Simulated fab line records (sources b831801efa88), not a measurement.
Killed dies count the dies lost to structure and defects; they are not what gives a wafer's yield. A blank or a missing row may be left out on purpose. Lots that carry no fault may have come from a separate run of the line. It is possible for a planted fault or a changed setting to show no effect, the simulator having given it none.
fab line records	flow sky130	part 1 of 2: steps 1 to 27 of 37
record: lots: 5	wafers: 15	last_day: 50
route steps=708 shown METAL2@497 VIA2@507 METAL3@532
lots with no fault: from the same line, run without faults
start_h: the number of hours between the record's first day and the start of the first shown wafer of the lot	wait_h: hours from the lot's prior step to this one	" identical to the entry in the row above	L1.1+2: a single row standing in for several wafers	- no value, or no start was given	* or withheld: withheld	< > ~ a bound
route shown NAME@n: NAME is a module with steps in the file, n the number in the route of the first one	usual: mean/standard deviation taken from wafers without a fault	same: alike in all rows	chamber/n: place in a boat	sites: each site's reading	_std_site: their standard deviation	_edge_site: mean of outer sites minus mean of inner sites	radius_mm: how far each site lies from the wafer's centre	mask NAME#n: copy n	behind: the tool/chamber that last shaped the wafer	hold: why the lot went on hold/how many hours it stayed there/how the hold came to an end	device: which transistor (n, p or np) failed to switch	end of line: tests of these same wafers at the route's end	a step without rows: its recipe alone	killed: not the wafer's yield, but the dies lost to structure and defects at the first sort	map: per-die view of a wafer (x killed, . not killed, _ where there is no die)
set.NAME: the setting that was run; set.NAME@STEP: the one run at that earlier step	model.NAME: the simulator's own value behind a step, which no gauge read
certain route steps with their lots: each step a table, each wafer a row
services: the hour from which a tool's chamber was out of use, counted from the record's first day as start_h (under 0 if before that day), plus the number of hours and why
== steps ==
step: SKY_METAL2_DEVELOP_14
recipe: develop_time_s: 60	resist: KrF-thick	dev_temp_c: 22.24
lot.wafer	tool	chamber	start_h	wait_h
L075.1+3+4	litho_track-03	0	-	-
L074.1+2+6	litho_track-03	0	-	-
L081.1+2+5	litho_track-03	0	-	-
L094.1+4+5	litho_track-03	0	-	-
L097.3+4+5	litho_track-03	0	-	-
step: SKY_METAL2_CD_MEAS_15
recipe: target_cd_nm: 140
usual: cd_nm: 139.7/1.8
lot.wafer	tool	chamber	start_h	wait_h	cd_nm
L075.1	cd_sem-02	-	838.32	-	140.7
L075.3	"	-	"	"	142.1
L075.4	"	-	"	"	140.4
L074.1	cd_sem-02	-	856.77	-	137.9
L074.2	"	-	"	"	140.9
L074.6	"	-	"	"	140.2
L081.1	cd_sem-02	-	874.22	-	137.3
L081.2	"	-	"	"	139.2
L081.5	"	-	"	"	136.6
L094.1	cd_sem-01	-	974.67	-	140.8
L094.4	"	-	"	"	140.0
L094.5	"	-	"	"	140.4
L097.3	cd_sem-01	-	994.11	-	138.0
L097.4	"	-	"	"	138.7
L097.5	"	-	"	"	138.2
step: SKY_METAL2_OVL_MEAS_16
usual: METAL2_OVL: -1/7.1
lot.wafer	tool	chamber	start_h	wait_h	METAL2_OVL[nm]
L075.1	overlay-02	-	838.44	0.1	-9
L075.3	"	-	"	"	-13
L075.4	"	-	"	"	4
L074.1	overlay-02	-	856.89	0.1	-6
L074.2	"	-	"	"	-15
L074.6	"	-	"	"	-15
L081.1	overlay-01	-	874.34	0.1	-6
L081.2	"	-	"	"	8
L081.5	"	-	"	"	3
L094.1	overlay-01	-	974.79	0.1	-2
L094.4	"	-	"	"	13
L094.5	"	-	"	"	-7
L097.3	overlay-02	-	994.20	0.1	-3
L097.4	"	-	"	"	8
L097.5	"	-	"	"	-4
step: SKY_METAL2_DESCUM_17
recipe: chemistry: O2	source_power_w: 150	bias_power_w: 0	pressure_mtorr: 10	temp_c: 40	time_s: 8
usual: drypump_motor_current_A: 5.7/0.46	oes_product_au: 1.001/0.016
lot.wafer	tool	chamber	start_h	wait_h	drypump_motor_current_A	oes_product_au	rf_hours_counter_h
L075.1	rie_metal-01	0	838.47	0.0	6.0	0.999	9
L075.3	"	1	"	"	5.5	0.993	-
L075.4	"	0	"	"	6.0	1.007	-
L074.1	rie_metal-03	1	856.92	0.0	6.2	1.004	3
L074.2	"	1	"	"	6.1	1.014	-
L074.6	"	1	"	"	6.1	1.011	-
L081.1	rie_metal-04	1	874.37	0.0	6.0	1.023	10
L081.2	"	0	"	"	4.8	0.975	5
L081.5	"	0	"	"	4.8	0.983	-
L094.1	rie_metal-03	0	974.82	0.0	5.7	0.987	18
L094.4	"	1	"	"	6.1	1.023	-
L094.5	"	1	"	"	6.1	1.021	-
L097.3	rie_metal-04	1	994.24	0.0	6.0	1.018	-
L097.4	"	0	"	"	4.8	0.981	-
L097.5	"	1	"	"	6.0	1.011	-
step: SKY_METAL2_ETCH_18
recipe: chemistry: N2/H2	target: BARC	ion_energy_ev: 200	bias_w: 100	pressure_mtorr: 30	n2_flow_sccm: 100	h2_flow_sccm: 200	icp_w: 500	stop_on: SiO2	time_s: 45.9	target_depth_a: 600
usual: drypump_motor_current_A: 5.7/0.46	oes_product_au: 0.858/0.0048	throttle_valve_pct: 13.225/0.009
lot.wafer	tool	chamber	start_h	wait_h	drypump_motor_current_A	oes_product_au	rf_hours_counter_h	throttle_valve_pct
L075.1	rie_metal-01	0	838.50	0.0	6.0	0.857	9	13.226
L075.3	"	1	"	"	5.5	0.863	-	13.219
L075.4	"	0	"	"	6.0	0.857	-	13.195
L074.1	rie_metal-03	1	856.99	0.1	6.1	0.852	3	13.214
L074.2	"	1	"	"	6.1	0.850	-	13.233
L074.6	"	1	"	"	6.1	0.847	-	13.224
L081.1	rie_metal-04	1	874.41	0.0	6.0	0.857	10	13.230
L081.2	"	0	"	"	4.9	0.854	6	13.240
L081.5	"	0	"	"	4.8	0.868	-	13.218
L094.1	rie_metal-03	0	974.86	0.0	5.7	0.854	18	13.223
L094.4	"	1	"	"	6.1	0.851	-	13.223
L094.5	"	1	"	"	6.1	0.859	-	13.217
L097.3	rie_metal-04	1	994.28	0.0	6.0	0.860	-	13.219
L097.4	"	0	"	"	4.9	0.866	-	13.231
L097.5	"	1	"	"	6.0	0.860	-	13.231
step: SKY_METAL2_METAL_ETCH_19
recipe: target_depth_a: 3600	stop_on: SiO2	over_etch_frac: 0.3	time_s: 78	chemistry: Cl2/BCl3	resist_sidewall_deg: 88	pressure_mtorr: 10	icp_w: 900	bias_w: 48.5	Cl2_flow_sccm: 60	bcl3_flow_sccm: 30
usual: drypump_motor_current_A: 5.7/0.46	oes_product_au: 0.855/0.0059	throttle_valve_pct: 22.262/0.0092
same: over_etch_frac: 0.3
lot.wafer	tool	chamber	start_h	wait_h	drypump_motor_current_A	oes_product_au	rf_hours_counter_h	throttle_valve_pct
L075.1	rie_metal-01	0	838.57	0.0	6.0	0.856	9	22.256
L075.3	"	1	"	"	5.5	0.860	-	22.261
L075.4	"	0	"	"	6.0	0.850	-	22.262
L074.1	rie_metal-03	1	857.11	0.1	6.1	0.860	3	22.275
L074.2	"	1	"	"	6.1	0.854	-	22.249
L074.6	"	1	"	"	6.1	0.854	-	22.272
L081.1	rie_metal-04	1	874.47	0.0	6.1	0.857	10	22.255
L081.2	"	0	"	"	4.7	0.849	6	22.267
L081.5	"	0	"	"	4.8	0.859	-	22.277
L094.1	rie_metal-03	0	974.92	0.0	5.7	0.860	18	22.269
L094.4	"	1	"	"	6.1	0.847	-	22.263
L094.5	"	1	"	"	6.1	0.849	-	22.285
L097.3	rie_metal-04	1	994.35	0.1	6.0	0.865	-	22.263
L097.4	"	0	"	"	4.7	0.861	-	22.273
L097.5	"	1	"	"	6.1	0.859	-	22.263
step: SKY_METAL2_STRIP_20
recipe: chemistry: O2/N2	power_w: 1400	pressure_mtorr: 1500	platen_temp_c: withheld	o2_flow_sccm: 3000	n2_flow_sccm: 300	overash_fraction: 0.5
usual: drypump_motor_current_A: 5.5/0.4	oes_product_au: 0.343/0.0058	strip_time_to_endpoint_s: 2.70/0.079
lot.wafer	tool	chamber	start_h	wait_h	drypump_motor_current_A	oes_product_au	rf_hours_counter_h	strip_time_to_endpoint_s
L075.1	plasma_asher-04	0	838.66	0.1	5.7	0.338	68	2.67
L075.3	"	1	"	"	5.1	0.338	-	2.69
L075.4	"	0	"	"	5.7	0.345	-	2.70
L074.1	plasma_asher-04	1	857.29	0.1	5.1	0.352	70	2.60
L074.2	"	0	"	"	5.7	0.346	70	2.64
L074.6	"	1	"	"	5.0	0.343	-	2.59
L081.1	plasma_asher-02	0	874.56	0.1	6.0	0.341	105	2.61
L081.2	"	1	"	"	5.4	0.340	105	2.80
L081.5	"	0	"	"	6.0	0.352	-	2.82
L094.1	plasma_asher-01	0	975.01	0.1	4.9	0.343	54	2.72
L094.4	"	0	"	"	4.9	0.341	-	2.55
L094.5	"	0	"	"	4.9	0.334	-	2.55
L097.3	plasma_asher-02	0	994.44	0.1	6.0	0.340	-	2.61
L097.4	"	1	"	"	5.4	0.364	-	2.78
L097.5	"	1	"	"	5.4	0.332	-	2.59
step: SKY_METAL2_STRIP_21
recipe: chemistry: post_etch_residue_remover	time_s: 1200	temp_c: 72.5
usual: bath_heat_duty_pct: 14.1/2
lot.wafer	tool	chamber	start_h	wait_h	bath_heat_duty_pct
L075.1	wet_bench-03	1	838.76	0.1	10.6
L075.3	"	1	"	"	11.2
L075.4	"	1	"	"	10.6
L074.1	wet_bench-03	1	857.39	0.1	11.3
L074.2	"	1	"	"	10.8
L074.6	"	1	"	"	10.7
L081.1	wet_bench-02	1	874.66	0.1	13.9
L081.2	"	1	"	"	13.8
L081.5	"	1	"	"	13.9
L094.1	wet_bench-01	1	975.11	0.1	15.1
L094.4	"	1	"	"	14.2
L094.5	"	1	"	"	15.2
L097.3	wet_bench-03	1	994.51	0.0	10.6
L097.4	"	1	"	"	11.0
L097.5	"	1	"	"	10.7
step: SKY_METAL2_CLEAN_22
recipe: chemistry: IPA	time_s: 180	temp_c: 25
usual: bath_heat_duty_pct: 6.2/0.8
lot.wafer	tool	chamber	start_h	wait_h	bath_heat_duty_pct
L075.1	wet_bench-02	0	839.10	0.0	5.9
L075.3	"	0	"	"	6.5
L075.4	"	0	"	"	6.5
L074.1	wet_bench-02	0	857.73	0.0	5.4
L074.2	"	0	"	"	5.9
L074.6	"	0	"	"	6.7
L081.1	wet_bench-03	2	875.00	0.0	5.6
L081.2	"	2	"	"	6.3
L081.5	"	2	"	"	6.2
L094.1	wet_bench-02	0	975.48	0.0	6.3
L094.4	"	0	"	"	7.2
L094.5	"	0	"	"	6.4
L097.3	wet_bench-03	1	994.88	0.0	4.4
L097.4	"	1	"	"	4.8
L097.5	"	1	"	"	5.2
step: SKY_METAL2_CLEAN_23
recipe: chemistry: O3/DIW	dry: n2_spin
lot.wafer	tool	chamber	start_h	wait_h
L075.1+3+4	wet_bench-01	2	839.16	0.0
L074.1+2+6	wet_bench-03	1	857.79	0.0
L081.1+2+5	wet_bench-02	3	875.06	0.0
L094.1+4+5	wet_bench-03	0	975.54	0.0
L097.3+4+5	wet_bench-02	1	994.95	0.0
step: SKY_VIA2_HDPCVD_00
recipe: material: SiO2	target_thk_nm: 1180	sigma_open_frac: 0.3	time_s: 196.7	temp_c: 400	sih4_flow_sccm: 60	pressure_mtorr: 6
usual: sih4_flow_sccm: 59.98/0.17
lot.wafer	tool	chamber	start_h	wait_h	sih4_flow_sccm
L075.1	hdpcvd-02	1	839.34	0.0	59.81
L075.3	"	0	"	"	60.38
L075.4	"	0	"	"	60.29
L074.1	hdpcvd-01	2	857.88	0.0	59.75
L074.2	"	0	"	"	59.89
L074.6	"	2	"	"	59.72
L081.1	hdpcvd-01	0	875.15	0.0	59.86
L081.2	"	1	"	"	59.77
L081.5	"	2	"	"	60.33
L094.1	hdpcvd-01	0	975.63	0.0	60.33
L094.4	"	0	"	"	60.04
L094.5	"	1	"	"	59.89
L097.3	hdpcvd-02	2	995.04	0.0	59.97
L097.4	"	0	"	"	59.86
L097.5	"	1	"	"	59.80
step: SKY_VIA2_THK_MEAS_01
recipe: reads: SiO2_of_VIA2_HDPCVD_00
usual: VIA2_HDPCVD_THK: 1183/18
lot.wafer	tool	chamber	start_h	wait_h	VIA2_HDPCVD_THK[nm]
L075.1	film_metro-02	-	839.47	0.1	1172
L075.3	"	-	"	"	1188
L075.4	"	-	"	"	1188
L074.1	film_metro-01	-	858.01	0.1	1170
L074.2	"	-	"	"	1171
L074.6	"	-	"	"	1145
L081.1	film_metro-03	-	875.28	0.1	1163
L081.2	"	-	"	"	1169
L081.5	"	-	"	"	1154
L094.1	film_metro-03	-	975.76	0.1	1203
L094.4	"	-	"	"	1196
L094.5	"	-	"	"	1199
L097.3	film_metro-02	-	995.18	0.1	1205
L097.4	"	-	"	"	1160
L097.5	"	-	"	"	1175
step: SKY_VIA2_CMP_02
recipe: material: SiO2	down_force_psi: 4	platen_rpm: 60	pad_velocity_m_s: 0.94248
usual: motor_current_A: 12.4/1.6
lot.wafer	tool	chamber	start_h	wait_h	motor_current_A
L075.4	cmp-02	2	839.53	0.0	15.4
L075.3	"	3	"	"	9.6
L075.1	"	0	"	"	10.7
L074.2	cmp-01	2	858.07	0.0	11.9
L074.1	"	0	"	"	12.4
L074.6	"	2	"	"	12.1
L081.2	cmp-01	3	875.34	0.0	12.2
L081.1	"	2	"	"	12.1
L081.5	"	0	"	"	12.3
L094.1	cmp-02	1	975.92	0.1	12.5
L094.4	"	2	"	"	14.4
L094.5	"	3	"	"	10.1
L097.3	cmp-01	1	995.33	0.1	13.2
L097.4	"	3	"	"	12.8
L097.5	"	0	"	"	13.2
step: SKY_VIA2_BOW_MEAS_03
recipe: mode: bow
usual: VIA2_BOW: 86/7.3
lot.wafer	tool	chamber	start_h	wait_h	VIA2_BOW[um]
L075.1	film_metro-03	-	839.83	0.1	80
L075.3	"	-	"	"	82
L075.4	"	-	"	"	83
L074.1	film_metro-02	-	858.37	0.1	92
L074.2	"	-	"	"	87
L074.6	"	-	"	"	88
L081.1	film_metro-01	-	875.64	0.1	93
L081.2	"	-	"	"	99
L081.5	"	-	"	"	95
L094.1	film_metro-01	-	976.12	0.1	87
L094.4	"	-	"	"	85
L094.5	"	-	"	"	84
L097.3	film_metro-02	-	995.62	0.2	75
L097.4	"	-	"	"	75
L097.5	"	-	"	"	82
step: SKY_VIA2_DEHYDRATE_04
recipe: temp_c: 200	time_s: 60
usual: plate_temp_C: 199.93/0.17
lot.wafer	tool	chamber	start_h	wait_h	plate_temp_C
L075.1	litho_track-01	0	852.11	12.3	199.95
L075.3	"	0	"	"	200.04
L075.4	"	0	"	"	199.97
L074.1	litho_track-04	0	869.90	11.5	199.93
L074.2	"	0	"	"	200.02
L074.6	"	0	"	"	200.32
L081.1	litho_track-01	0	888.01	12.4	199.88
L081.2	"	0	"	"	199.92
L081.5	"	0	"	"	199.61
L094.1	litho_track-01	0	987.76	11.6	199.93
L094.4	"	0	"	"	200.02
L094.5	"	0	"	"	200.42
L097.3	litho_track-03	0	1006.42	10.8	200.11
L097.4	"	0	"	"	200.20
L097.5	"	0	"	"	200.17
step: SKY_VIA2_HMDS_05
recipe: prime_time_s: 60	prime_temp_c: 120
lot.wafer	tool	chamber	start_h	wait_h
L075.1+3+4	litho_track-01	0	852.26	0.1
L074.1+2+6	litho_track-04	0	870.05	0.1
L081.1+2+5	litho_track-01	0	888.16	0.1
L094.1+4+5	litho_track-01	0	987.91	0.1
L097.3+4+5	litho_track-03	0	1006.57	0.1
step: SKY_VIA2_COAT_06
recipe: resist: BARC	temp_c: withheld	time_s: withheld	spin_rpm: 3000	resist_thk_nm: 60
lot.wafer	tool	chamber	start_h	wait_h
L075.1+3+4	litho_track-01	0	852.41	0.1
L074.1+2+6	litho_track-04	0	870.20	0.1
L081.1+2+5	litho_track-01	0	888.31	0.1
L094.1+4+5	litho_track-01	0	988.06	0.1
L097.3+4+5	litho_track-03	0	1006.72	0.1
step: SKY_VIA2_COAT_07
recipe: resist: KrF-thick	spin_rpm: 3000	resist_thk_nm: 450
lot.wafer	tool	chamber	start_h	wait_h
L075.1+3+4	litho_track-01	0	-	-
L074.1+2+6	litho_track-04	0	-	-
L081.1+2+5	litho_track-01	0	-	-
L094.1+4+5	litho_track-01	0	-	-
L097.3+4+5	litho_track-03	0	-	-
step: SKY_VIA2_SOFTBAKE_08
recipe: temp_c: 100	time_s: 90	resist: KrF-thick
usual: plate_temp_C: 100.00/0.12
lot.wafer	tool	chamber	start_h	wait_h	plate_temp_C
L075.1	litho_track-01	0	-	-	100.07
L075.3	"	0	"	"	100.14
L075.4	"	0	"	"	100.09
L074.1	litho_track-04	0	-	-	99.95
L074.2	"	0	"	"	99.97
L074.6	"	0	"	"	100.05
L081.1	litho_track-01	0	-	-	100.09
L081.2	"	0	"	"	99.75
L081.5	"	0	"	"	100.01
L094.1	litho_track-01	0	-	-	100.10
L094.4	"	0	"	"	100.22
L094.5	"	0	"	"	100.13
L097.3	litho_track-03	0	-	-	99.94
L097.4	"	0	"	"	99.99
L097.5	"	0	"	"	100.01
step: SKY_VIA2_EXPOSE_09
recipe: mask_id: VIM2	na: 0.8	source_shape: annular	sigma_inner: 0.55	sigma_outer: 0.85	target_cd_nm: 200	dose_mj: 38
same: na: 0.8
lot.wafer	tool	chamber	start_h	wait_h	mask
L075.1+3+4	krf_scanner-02	0	-	-	VIM2#0
L074.1+2+6	krf_scanner-02	0	-	-	VIM2#0
L081.1+2+5	krf_scanner-01	0	-	-	VIM2#0
L094.1+4+5	krf_scanner-01	0	-	-	VIM2#0
L097.3+4+5	krf_scanner-01	0	-	-	VIM2#0
step: SKY_VIA2_PEB_10
recipe: peb_temp_c: withheld	peb_time_s: withheld	resist: KrF-thick
lot.wafer	tool	chamber	start_h	wait_h
L075.1+3+4	litho_track-04	0	-	-
L074.1+2+6	litho_track-04	0	-	-
L081.1+2+5	litho_track-04	0	-	-
L094.1+4+5	litho_track-04	0	-	-
L097.3+4+5	litho_track-01	0	-	-
step: SKY_VIA2_DEVELOP_11
recipe: develop_time_s: 60	resist: KrF-thick	dev_temp_c: 21
lot.wafer	tool	chamber	start_h	wait_h
L075.1+3+4	litho_track-04	0	-	-
L074.1+2+6	litho_track-04	0	-	-
L081.1+2+5	litho_track-04	0	-	-
L094.1+4+5	litho_track-04	0	-	-
L097.3+4+5	litho_track-01	0	-	-
step: SKY_VIA2_CD_MEAS_12
recipe: target_cd_nm: 200
usual: cd_nm: 199.9/1.2
lot.wafer	tool	chamber	start_h	wait_h	cd_nm
L075.1	cd_sem-02	-	866.25	-	199.5
L075.3	"	-	"	"	197.8
L075.4	"	-	"	"	199.2
L074.1	cd_sem-01	-	884.10	-	198.6
L074.2	"	-	"	"	199.7
L074.6	"	-	"	"	198.4
L081.1	cd_sem-02	-	901.35	-	197.6
L081.2	"	-	"	"	200.0
L081.5	"	-	"	"	199.3
L094.1	cd_sem-02	-	999.75	-	199.9
L094.4	"	-	"	"	199.3
L094.5	"	-	"	"	199.8
L097.3	cd_sem-01	-	1018.96	-	200.4
L097.4	"	-	"	"	200.9
L097.5	"	-	"	"	200.6
step: SKY_VIA2_OVL_MEAS_13
usual: VIA2_OVL: -2/5.3
lot.wafer	tool	chamber	start_h	wait_h	VIA2_OVL[nm]
L075.1	overlay-01	-	866.37	0.1	-4
L075.3	"	-	"	"	-2
L075.4	"	-	"	"	-4
L074.1	overlay-02	-	884.22	0.1	-4
L074.2	"	-	"	"	-5
L074.6	"	-	"	"	-9
L081.1	overlay-02	-	901.47	0.1	-1
L081.2	"	-	"	"	2
L081.5	"	-	"	"	2
L094.1	overlay-01	-	999.87	0.1	-6
L094.4	"	-	"	"	-5
L094.5	"	-	"	"	-5
L097.3	overlay-01	-	1019.05	0.1	-1
L097.4	"	-	"	"	0
L097.5	"	-	"	"	-1
step: SKY_VIA2_ETCH_14
recipe: chemistry: N2/H2	target: BARC	ion_energy_ev: 200	source_w: 500	bias_w: 100	pressure_mtorr: 30	n2_flow_sccm: 100	h2_flow_sccm: 200	stop_on: SiO2	time_s: 45.9	target_depth_a: 600
usual: drypump_motor_current_A: 5.4/0.4	oes_product_au: 0.855/0.0046	throttle_valve_pct: 13.225/0.0086
lot.wafer	tool	chamber	start_h	wait_h	drypump_motor_current_A	oes_product_au	rf_hours_counter_h	throttle_valve_pct
L075.1	rie_diel-03	2	866.41	0.0	5.3	0.846	16	13.230
L075.3	"	1	"	"	4.6	0.849	15	13.229
L075.4	"	0	"	"	5.5	0.856	1	13.219
L074.1	rie_diel-03	0	884.26	0.0	5.5	0.848	1	13.214
L074.2	"	3	"	"	5.8	0.857	7	13.228
L074.6	"	1	"	"	4.7	0.855	-	13.225
L081.1	rie_diel-04	0	901.51	0.0	5.7	0.856	6	13.214
L081.2	"	1	"	"	5.1	0.851	20	13.230
L081.5	"	1	"	"	5.2	0.858	-	13.231
L094.1	rie_diel-04	1	999.91	0.0	5.1	0.853	23	13.240
L094.4	"	3	"	"	5.3	0.858	27	13.218
L094.5	"	1	"	"	5.1	0.864	-	13.225
L097.3	rie_diel-04	0	1019.08	0.0	5.6	0.855	9	13.203
L097.4	"	3	"	"	5.3	0.853	28	13.238
L097.5	"	3	"	"	5.3	0.849	-	13.220
step: SKY_VIA2_ETCH_15
recipe: target: SiO2	chemistry: C4F8/O2/Ar	target_depth_nm: 546	stop_on: TiN	mask_material: KrF-thick	source_w: 1500	bias_w: 1200	pressure_mtorr: 40	c4f8_flow_sccm: withheld	O2_flow_sccm: 6	Ar_flow_sccm: 300	time_s: 84
usual: oes_product_au: 0.939/0.0051
lot.wafer	tool	chamber	start_h	wait_h	oes_product_au	rf_hours_counter_h
L075.1	rie_diel-03	2	866.45	0.0	0.942	16
L075.3	"	1	"	"	0.938	15
L075.4	"	0	"	"	0.947	1
L074.1	rie_diel-03	0	884.30	0.0	0.938	1
L074.2	"	3	"	"	0.937	7
L074.6	"	1	"	"	0.941	-
L081.1	rie_diel-04	0	901.55	0.0	0.938	6
L081.2	"	1	"	"	0.950	20
L081.5	"	1	"	"	0.946	-
L094.1	rie_diel-04	1	999.95	0.0	0.942	23
L094.4	"	3	"	"	0.940	27
L094.5	"	1	"	"	0.936	-
L097.3	rie_diel-04	0	1019.12	0.0	0.940	9
L097.4	"	3	"	"	0.938	28
L097.5	"	3	"	"	0.945	-
step: SKY_VIA2_STRIP_16
recipe: chemistry: O2/N2	power_w: 1400	pressure_mtorr: 1500	platen_temp_c: withheld	o2_flow_sccm: 3000	n2_flow_sccm: 300	overash_fraction: 0.5
usual: drypump_motor_current_A: 5.5/0.42	oes_product_au: 0.399/0.0044	strip_time_to_endpoint_s: 4.08/0.033
lot.wafer	tool	chamber	start_h	wait_h	drypump_motor_current_A	oes_product_au	rf_hours_counter_h	strip_time_to_endpoint_s
L075.1	plasma_asher-03	1	866.51	0.0	5.0	0.392	13	4.08
L075.3	"	1	"	"	5.0	0.394	-	4.07
L075.4	"	0	"	"	6.0	0.401	-	4.06
L074.1	plasma_asher-02	1	884.36	0.0	5.4	0.401	106	4.07
L074.2	"	0	"	"	6.0	0.402	106	4.08
L074.6	"	1	"	"	5.4	0.396	-	4.06
L081.1	plasma_asher-02	0	901.61	0.0	6.0	0.395	108	4.06
L081.2	"	1	"	"	5.4	0.401	108	4.09
L081.5	"	0	"	"	6.0	0.395	-	4.10
L094.1	plasma_asher-02	1	1000.01	0.0	5.4	0.401	117	4.12
L094.4	"	1	"	"	5.4	0.401	-	4.06
L094.5	"	1	"	"	5.4	0.396	-	4.12
L097.3	plasma_asher-03	0	1019.22	0.1	6.0	0.398	-	4.06
L097.4	"	1	"	"	5.0	0.403	-	4.12
L097.5	"	1	"	"	5.0	0.401	-	4.12
